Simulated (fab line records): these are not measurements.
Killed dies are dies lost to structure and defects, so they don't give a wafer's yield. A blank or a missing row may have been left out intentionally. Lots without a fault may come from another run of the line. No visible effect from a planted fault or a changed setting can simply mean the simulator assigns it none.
Problem report, 8D (eight disciplines) form, completed by code | flow sky130 | the parts of the form that need people (team, actions taken, sign-off) are left out

1. THE PROBLEM
Wafers without a fault read 27.85 with a standard deviation of 0.032, while exposureDoseMJCm2 at SKY_METAL1_EXPOSE_12 averages 27.67 across 3 wafers of 1 lot. Relative to the usual mean, that is a shift of -5.5 standard deviations.
The step: exposes mask MM1, target cd 140 nm.
First seen on wafer L997.2, day 37 12:41, on krfScanner-02. The record has a number at this step for 33 wafers belonging to 11 lots. The rule behind "out" and "out of limits": a value lying over 4 standard deviations away from the usual mean. The rest of the wafers with a number are treated as sound.

2. WHAT IT IS; WHAT IT IS NOT
question                    | is                     | is not
which readings at this step | exposureDoseMJCm2      | -
which lots                  | L997                   | L103, L104, L105, L982, L983, L985, L987, L992, L993, L994
which wafers of those lots  | all that have a number | -
read on which tools         | krfScanner-02          | krfScanner-01
when                        | from day 37 12:41      | up to then (21 sound wafers); but 9 sound wafers of L103, L104, L105 came after

3. SUSPECTS, AND WHAT RULES EACH OUT
Counting: a tool at a process step up to the reading stays a suspect if it ran every lot that is out and no sound lot after the first of them.
- pecvd-02 at SKY_CONTACT_CVD_00 (deposits Si3N4, target thk 75 nm): ruled out as a lasting fault. Following L997 (day 35 19:08), the first lot on it that is out, the sound lots L104 were run on it.
- plasmaAsher-04 at SKY_CONTACT_STRIP_19 (strips in O2/N2): ruled out as a lasting fault. Following L997 (day 36 21:39), the first lot on it that is out, the sound lots L103, L104 were run on it.
- pvdSputter-03 at SKY_METAL1_SPUTTER_02 (material AlCu, target thk 250 nm, time 13.3 s): kept. It ran the lot that is out, L997 (day 36 22:56), and no sound lot after that; its last sound lot up to then is L992 (day 35 06:35).
- krfScanner-02 at SKY_METAL1_EXPOSE_12 (exposes mask MM1, target cd 140 nm): kept. It ran the lot that is out, L997 (day 37 12:41), and no sound lot after that; its last sound lot up to then is L993 (day 36 07:40). Its own exposureDoseMJCm2 readings are out on those wafers.
The count leaves krfScanner-02 at SKY_METAL1_EXPOSE_12 and pvdSputter-03 at SKY_METAL1_SPUTTER_02.

4. THE CAUSE (what the simulator had put in)
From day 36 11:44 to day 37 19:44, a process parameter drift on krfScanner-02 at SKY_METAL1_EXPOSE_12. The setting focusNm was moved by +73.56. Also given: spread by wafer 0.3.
This tool is one of the 2 suspects left after counting.

5. THE EFFECT CHAIN, in route order
Rows list readings where the struck wafers' mean (over those with a number) sits beyond 3 standard deviations from the usual. Only readings whose record carries a usual standard deviation are examined. hours: median over the lots of the time between each lot's start at the first step of this table that gives one and its start at this step. sigmas: the change, counted in usual standard deviations.
hours | step                 | reading           | usual | on struck wafers | change | sigmas
0     | SKY_METAL1_EXPOSE_12 | exposureDoseMJCm2 | 27.85 | 27.67            | -0.18  | -5.5
The process steps in it:
- SKY_METAL1_EXPOSE_12: exposes mask MM1, target cd 140 nm.

6. WHAT WOULD HAVE CAUGHT IT SOONER
In this record no reading fell out of limits until day 37 12:41, 25 hours after the fault had begun at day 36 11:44.
